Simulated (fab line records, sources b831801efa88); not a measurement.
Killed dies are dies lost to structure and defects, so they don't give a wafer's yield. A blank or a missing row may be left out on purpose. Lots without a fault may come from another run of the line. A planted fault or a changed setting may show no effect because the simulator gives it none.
Which tool did it? | flow gf180mcu | 12 lots, 36 wafers sampled, at 3 steps of a route of 602

WHAT THE GAUGES READ, wafer by wafer
GF_V2_OVL_MEAS_15.
lot  | measured     | on         | V2_OVL (nm)
L075 | day 20 06:51 | overlay-01 | -14 -9 -5
L077 | day 21 05:25 | overlay-02 | 7 -3 1
L079 | day 21 17:55 | overlay-01 | -9 -4 -3
L081 | day 22 10:42 | overlay-01 | -13 -6 -12
L083 | day 23 05:25 | overlay-02 | -8 -15 -9
L085 | day 23 21:46 | overlay-02 | -3 -6 -5
L087 | day 24 16:06 | overlay-02 | -1 8 3
L089 | day 25 22:45 | overlay-02 | 1 -1 0
L091 | day 27 01:30 | overlay-02 | -1 4 -3
L093 | day 27 17:33 | overlay-02 | -2 3 1
L096 | day 28 06:48 | overlay-01 | -11 -12 -12
L095 | day 28 08:54 | overlay-02 | 2 1 -8

WHICH TOOL RAN EACH LOT (tool, then ch and the chambers of the sampled wafers, then the start)
lot  | GF_M1_SPUTTER_02             | GF_V1_SPUTTER_22
L075 | pvd_sputter-03, day 16 06:16 | pvd_sputter-03, day 18 05:35
L077 | pvd_sputter-02, day 17 03:35 | pvd_sputter-03, day 19 03:28
L079 | pvd_sputter-01, day 17 16:22 | pvd_sputter-02, day 19 16:38
L081 | pvd_sputter-03, day 18 06:41 | pvd_sputter-03, day 20 08:09
L083 | pvd_sputter-02, day 19 03:47 | pvd_sputter-02, day 21 05:26
L085 | pvd_sputter-03, day 19 18:59 | pvd_sputter-02, day 21 20:53
L087 | pvd_sputter-01, day 20 15:41 | pvd_sputter-04, day 22 17:17
L089 | pvd_sputter-03, day 22 00:49 | pvd_sputter-04, day 24 00:55
L091 | pvd_sputter-01, day 23 06:19 | pvd_sputter-03, day 25 05:05
L093 | pvd_sputter-02, day 23 23:36 | pvd_sputter-02, day 25 21:40
L096 | pvd_sputter-03, day 24 14:29 | pvd_sputter-02, day 26 11:22
L095 | pvd_sputter-03, day 24 17:03 | pvd_sputter-04, day 26 13:46
- GF_M1_SPUTTER_02: material AlCu, target thk 450 nm, time 23.9 s.
- GF_V1_SPUTTER_22: material TiN, target thk 10 nm, time 40 s.

THE ANSWER, worked out from the rows above alone
Rule: what is usual is taken from the lots themselves. Put in order of their means at a reading, lots are off if they are a third of the lots or fewer, leave a main group of 4 or more, and stand apart from it by a gap of 3 or more times the standard deviation of the main group's means; of several such gaps the widest counts. A main group whose means are all the same, to the digits that the tables above print for the reading, isn't used. A lot without any number at a reading at which 4 lots or more have one is off too. The other lots that the step has rows for count as sound.
No lot is off at any reading shown: from this, nothing can be told.

WHAT THE SIMULATOR HAD PUT IN
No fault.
